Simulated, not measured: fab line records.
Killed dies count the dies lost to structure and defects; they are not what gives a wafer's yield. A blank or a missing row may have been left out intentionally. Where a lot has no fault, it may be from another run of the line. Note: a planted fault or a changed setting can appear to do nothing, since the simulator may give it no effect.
fab line records    flow sky130    part 2 of 2: steps 32 to 42 of 42
[record] lots = 5  wafers = 15  lastDay = 49
route steps=708 shown CAPM@537 METAL3@555 VIA3@573
lots that met no fault: taken from a fault-free run of the same line
startH: start of the lot's first displayed wafer, in hours after the record's first day    waitH: hours from the lot's prior step to this one    " as in the row above    L1.1+2: a row that stands for several wafers    - no value, or no start given    * or withheld: withheld    < > ~ a bound
route shown NAME@n: a module of which the file shows steps, and the number in the route of the first    usual: mean/standard deviation of fault-free wafers    same: alike in all rows    chamber/n: place in a boat    sites: readings site by site    _std_site: how widely they spread, as a standard deviation    _edge_site: outer sites' mean less inner sites'    radiusMm: for every site, how far away it sits from the centre of the wafer    mask NAME#n: copy n    behind: the most recent tool/chamber to have shaped the wafer    hold: cause of the lot's hold/its duration in hours/its outcome    device: transistor that didn't switch, given as n, p or np    end of line: the same wafers' tests at the end of the route    step lacking rows: just its recipe    killed: dies lost to structure and defects at the first sort, not the wafer's yield    map: dies across one wafer; x = killed, . = not, _ = none there
set.NAME: the setting the step ran with; set.NAME@STEP: the setting that earlier step ran with    model.NAME: the simulator's own value behind a step, which no gauge read
certain route steps with their lots: each step a table, each wafer a row
services: the hour from which a tool's chamber was out of use, counted from the record's first day as startH (under 0 if before that day), plus the number of hours and why
[[steps]]
[step SKY_METAL3_METAL_ETCH_18]
[recipe] targetDepthA = 8450  stopOn = SiO2  overEtchFrac = 0.3  timeS = 183.1  chemistry = Cl2/BCl3  resistSidewallDeg = 88  pressureMtorr = 10  icpW = 900  biasW = 48.5  Cl2_flow_sccm = 60  bcl3FlowSccm = 30
[usual] drypumpMotorCurrentA = 5.76/0.26  oesProductAu = 0.866/0.0054  throttleValvePct = 22.264/0.0089
[same] overEtchFrac = 0.3
lot.wafer  tool         chamber  startH   waitH  drypumpMotorCurrentA  oesProductAu  rfHoursCounterH  throttleValvePct
L081.1     rieMetal-03  0        946.64   0.0    5.95                  0.866         3                22.268
L081.5     "            1        "        "      5.40                  0.861         -                22.272
L081.6     "            0        "        "      5.97                  0.855         -                22.274
L082.1     rieMetal-01  0        960.49   0.0    5.95                  0.869         12               22.256
L082.2     "            1        "        "      5.80                  0.862         16               22.255
L082.6     "            0        "        "      5.95                  0.862         -                22.271
L083.1     rieMetal-03  1        962.84   0.0    5.43                  0.866         12               22.270
L083.2     "            0        "        "      6.00                  0.866         4                22.259
L083.5     "            0        "        "      5.97                  0.875         -                22.267
L086.3     rieMetal-01  0        988.20   0.1    5.95                  0.880         -                22.286
L086.4     "            1        "        "      5.80                  0.868         -                22.253
L086.5     "            0        "        "      5.96                  0.864         -                22.264
L088.2     rieMetal-03  1        1027.16  0.0    5.45                  0.858         14               22.255
L088.3     "            1        "        "      5.42                  0.866         -                22.268
L088.4     "            0        "        "      5.94                  0.853         -                22.273
[step SKY_METAL3_STRIP_19]
[recipe] chemistry = O2/N2  powerW = 1400  pressureMtorr = 1500  platenTempC = withheld  o2FlowSccm = 3000  n2FlowSccm = 300  overashFraction = 0.5
[usual] drypumpMotorCurrentA = 6.0/0.49  oesProductAu = 0.504/0.0057  stripTimeToEndpointS = 6.56/0.084
lot.wafer  tool            chamber  startH   waitH  drypumpMotorCurrentA  oesProductAu  rfHoursCounterH  stripTimeToEndpointS
L081.1     plasmaAsher-03  1        946.82   0.1    6.0                   0.500         114              6.55
L081.5     "               1        "        "      6.0                   0.512         -                6.60
L081.6     "               0        "        "      6.5                   0.499         -                6.50
L082.1     plasmaAsher-04  0        960.73   0.2    6.3                   0.504         52               6.61
L082.2     "               1        "        "      6.2                   0.509         52               6.74
L082.6     "               1        "        "      6.2                   0.501         -                6.63
L083.1     plasmaAsher-04  1        963.01   0.1    6.2                   0.503         53               6.63
L083.2     "               0        "        "      6.3                   0.503         53               6.51
L083.5     "               0        "        "      6.3                   0.504         -                6.55
L086.3     plasmaAsher-04  1        988.36   0.1    6.2                   0.497         -                6.47
L086.4     "               0        "        "      6.2                   0.508         -                6.66
L086.5     "               0        "        "      6.3                   0.502         -                6.47
L088.2     plasmaAsher-02  0        1027.34  0.1    5.0                   0.503         86               6.55
L088.3     "               0        "        "      5.0                   0.505         -                6.55
L088.4     "               1        "        "      6.2                   0.504         -                6.47
[step SKY_METAL3_STRIP_20]
[recipe] chemistry = postEtchResidueRemover  timeS = 1200  tempC = 72.5
[usual] bathHeatDutyPct = 14.4/1.9
lot.wafer  tool         chamber  startH   waitH  bathHeatDutyPct
L081.1     wetBench-02  0        946.92   0.1    15.2
L081.5     "            0        "        "      15.2
L081.6     "            0        "        "      14.7
L082.1     wetBench-02  2        960.83   0.1    14.9
L082.2     "            2        "        "      14.9
L082.6     "            2        "        "      14.5
L083.1     wetBench-04  1        963.11   0.1    14.0
L083.2     "            1        "        "      12.8
L083.5     "            1        "        "      13.2
L086.3     wetBench-03  1        988.42   0.0    18.7
L086.4     "            1        "        "      16.7
L086.5     "            1        "        "      17.9
L088.2     wetBench-03  0        1027.44  0.1    13.2
L088.3     "            0        "        "      13.0
L088.4     "            0        "        "      11.9
[step SKY_METAL3_CLEAN_21]
[recipe] chemistry = IPA  timeS = 180  tempC = 25
[usual] bathHeatDutyPct = 6.2/0.94
lot.wafer  tool         chamber  startH   waitH  bathHeatDutyPct
L081.1     wetBench-03  0        947.29   0.0    4.8
L081.5     "            0        "        "      5.7
L081.6     "            0        "        "      5.3
L082.1     wetBench-03  0        961.20   0.0    5.9
L082.2     "            0        "        "      4.9
L082.6     "            0        "        "      6.3
L083.1     wetBench-03  3        963.46   0.0    7.3
L083.2     "            3        "        "      6.4
L083.5     "            3        "        "      7.0
L086.3     wetBench-02  2        988.76   0.0    5.7
L086.4     "            2        "        "      6.2
L086.5     "            2        "        "      6.2
L088.2     wetBench-02  3        1027.78  0.0    6.1
L088.3     "            3        "        "      6.1
L088.4     "            3        "        "      5.4
[step SKY_METAL3_CLEAN_22]
[recipe] chemistry = O3/DIW  dry = n2Spin
lot.wafer   tool         chamber  startH   waitH
L081.1+5+6  wetBench-02  2        947.35   0.0
L082.1+2+6  wetBench-04  1        961.26   0.0
L083.1+2+5  wetBench-02  2        963.51   0.0
L086.3+4+5  wetBench-03  0        988.83   0.0
L088.2+3+4  wetBench-04  2        1027.84  0.0
[step SKY_VIA3_HDPCVD_00]
[recipe] material = SiO2  targetThkNm = 1635  sigmaOpenFrac = 0.3  timeS = 272.5  tempC = 400  sih4FlowSccm = 60  pressureMtorr = 6
lot.wafer   tool       chamber  startH   waitH
L081.1+5+6  hdpcvd-02  2,1,0    947.45   0.0
L082.1+2+6  hdpcvd-02  2,0,2    961.35   0.0
L083.1+2+5  hdpcvd-02  0,1,0    963.62   0.0
L086.3+4+5  hdpcvd-01  1,1,2    988.92   0.0
L088.2+3+4  hdpcvd-01  2,1,0    1027.93  0.0
[step SKY_VIA3_THK_MEAS_01]
[recipe] reads = SiO2_of_VIA3_HDPCVD_00
[usual] VIA3_HDPCVD_THK = 1629/17
lot.wafer  tool          chamber  startH   waitH  VIA3_HDPCVD_THK[nm]
L081.1     filmMetro-02  -        947.62   0.1    1623
L081.5     "             -        "        "      1620
L081.6     "             -        "        "      1617
L082.1     filmMetro-04  -        961.52   0.1    1625
L082.2     "             -        "        "      1628
L082.6     "             -        "        "      1620
L083.1     filmMetro-02  -        963.79   0.1    1613
L083.2     "             -        "        "      1614
L083.5     "             -        "        "      1603
L086.3     filmMetro-02  -        989.11   0.1    1661
L086.4     "             -        "        "      1654
L086.5     "             -        "        "      1651
L088.2     filmMetro-04  -        1028.11  0.1    1638
L088.3     "             -        "        "      1658
L088.4     "             -        "        "      1648
[step SKY_VIA3_CMP_02]
[recipe] material = SiO2  downForcePsi = 4  platenRpm = 60  padVelocityMS = 0.94248
[usual] motorCurrentA = 12.9/1.5
lot.wafer  tool    chamber  startH   waitH  motorCurrentA
L081.1     cmp-01  0        948.01   0.4    11.3
L081.5     "       3        "        "      14.6
L081.6     "       0        "        "      10.4
L082.1     cmp-02  0        961.58   0.1    11.3
L082.2     "       3        "        "      13.3
L082.6     "       1        "        "      12.9
L083.1     cmp-02  1        963.98   0.2    12.3
L083.2     "       2        "        "      13.9
L083.5     "       2        "        "      14.8
L086.4     cmp-02  3        989.15   0.0    13.8
L086.3     "       2        "        "      13.6
L086.5     "       3        "        "      12.6
L088.2     cmp-01  2        1028.16  0.0    14.1
L088.4     "       3        "        "      15.4
L088.3     "       1        "        "      11.4
[step SKY_VIA3_BOW_MEAS_03]
[recipe] mode = bow
[usual] VIA3_BOW = 79/7.8
lot.wafer  tool          chamber  startH   waitH  VIA3_BOW[um]
L081.1     filmMetro-03  -        948.26   0.2    76
L081.5     "             -        "        "      73
L081.6     "             -        "        "      82
L082.1     filmMetro-02  -        961.88   0.2    82
L082.2     "             -        "        "      78
L082.6     "             -        "        "      61
L083.1     filmMetro-02  -        964.28   0.2    66
L083.2     "             -        "        "      70
L083.5     "             -        "        "      74
L086.3     filmMetro-04  -        989.49   0.1    69
L086.4     "             -        "        "      73
L086.5     "             -        "        "      76
L088.2     filmMetro-03  -        1028.48  0.3    94
L088.3     "             -        "        "      72
L088.4     "             -        "        "      85
[step SKY_VIA3_DEHYDRATE_04]
[recipe] tempC = 200  timeS = 60
lot.wafer   tool           chamber  startH   waitH
L081.1+5+6  lithoTrack-03  0        959.38   11.1
L082.1+2+6  lithoTrack-03  0        974.48   12.6
L083.1+2+5  lithoTrack-03  0        976.23   11.9
L086.3+4+5  lithoTrack-01  0        1001.64  12.1
L088.2+3+4  lithoTrack-01  0        1038.27  9.8
[step SKY_VIA3_HMDS_05]
[recipe] primeTimeS = 60  primeTempC = 120
lot.wafer   tool           chamber  startH   waitH
L081.1+5+6  lithoTrack-03  0        959.53   0.1
L082.1+2+6  lithoTrack-03  0        974.63   0.1
L083.1+2+5  lithoTrack-03  0        976.38   0.1
L086.3+4+5  lithoTrack-01  0        1001.79  0.1
L088.2+3+4  lithoTrack-01  0        1038.42  0.1
[[services]]
tool             chamber  startH   hours  kind
hdpcvd-01        -        880.92   1.3    repair
hdpcvd-01        -        894.93   2.8    pm
rieDiel-04       0        906.36   2.4    repair
cmp-02           -        909.36   3.7    repair
wetBench-02      -        912.24   3.4    repair
ilineStepper-02  -        919.11   1.7    pm
rieMetal-01      -        921.33   2.8    pm
rieMetal-01      0        934.17   15.7   repair
krfScanner-02    -        939.31   0.9    repair
ilineStepper-02  -        940.63   3.3    repair
cmp-02           -        944.08   5.3    pm
rieMetal-02      -        960.59   2.8    pm
rieDiel-04       3        966.61   9.7    repair
rieMetal-03      -        974.99   3.4    repair
rieMetal-04      0        978.23   7.5    repair
rieDiel-04       2        979.52   9.5    repair
krfScanner-02    -        979.53   3.6    pm
krfScanner-02    -        983.89   4.7    repair
krfScanner-02    -        994.05   1.3    pm
krfScanner-02    -        995.35   1.0    pm
plasmaAsher-04   -        1007.02  12.2   pm
cmp-02           -        1012.77  1.6    repair
krfScanner-02    -        1016.87  0.8    pm
rieMetal-04      -        1023.89  2.8    pm
